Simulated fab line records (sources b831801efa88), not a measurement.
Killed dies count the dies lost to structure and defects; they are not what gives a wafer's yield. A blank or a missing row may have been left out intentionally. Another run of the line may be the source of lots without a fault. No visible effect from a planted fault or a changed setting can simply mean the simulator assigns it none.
Chamber matching + flow sky130 + SKY_LI_CONTACT_CMP_02 on cmp-01: 4 sister chambers
The step polishes PSG. 4 wafers are shown with their chamber, then 12 later ones without.

## WAFERS, EACH WITH ITS CHAMBER
| wafer  | chamber | motor_current_A (A) |
|--------|---------|---------------------|
| L089.5 | 3       | 12.4                |
| L093.1 | 0       | 11.5                |
| L093.2 | 1       | 13.2                |
| L093.4 | 2       | 10.9                |

## WAFERS WHOSE CHAMBER IS MISSING
| wafer  | motor_current_A (A) |
|--------|---------------------|
| L095.3 | 12.0                |
| L095.5 | 11.5                |
| L095.6 | 10.8                |
| L096.2 | 11.7                |
| L096.4 | 13.3                |
| L096.6 | 12.9                |
| L096.1 | 10.9                |
| L096.3 | 11.8                |
| L096.5 | 10.1                |
| L097.1 | 11.6                |
| L097.3 | 10.2                |
| L097.6 | 13.0                |

## EACH ONE'S CHAMBER
| wafer  | from the rows above          | in truth |
|--------|------------------------------|----------|
| L095.3 | can't be placed: 3 or 0 or 2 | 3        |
| L095.5 | can't be placed: 0 or 2      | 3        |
| L095.6 | can't be placed: 2 or 0      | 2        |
| L096.2 | can't be placed: 0 or 3 or 2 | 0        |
| L096.4 | 1                            | 1        |
| L096.6 | can't be placed: 1 or 3      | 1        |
| L096.1 | can't be placed: 2 or 0      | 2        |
| L096.3 | can't be placed: 0 or 3 or 2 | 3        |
| L096.5 | can't be placed: 2 or 0      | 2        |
| L097.1 | can't be placed: 0 or 2 or 3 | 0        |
| L097.3 | can't be placed: 2 or 0      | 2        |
| L097.6 | can't be placed: 1 or 3      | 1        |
Placed correctly: 1 of 12. Can't be placed from these rows: 11 (the true chamber is among the candidates in 10). 0 placed wrongly.
How it was worked out, from the rows above alone: a wafer's distance from a chamber is the root of the sum, over the readings, of the square of ((its reading less the chamber's mean) divided by the reading's scatter). If the next closest chamber is less than 2 further off than the closest, the wafer can't be placed; otherwise it belongs to the closest. Each chamber's mean is taken over the wafers shown for it. The scatter: with one shown wafer a chamber, the root of the mean of the squares of how far each hidden wafer lies from its nearest shown one.
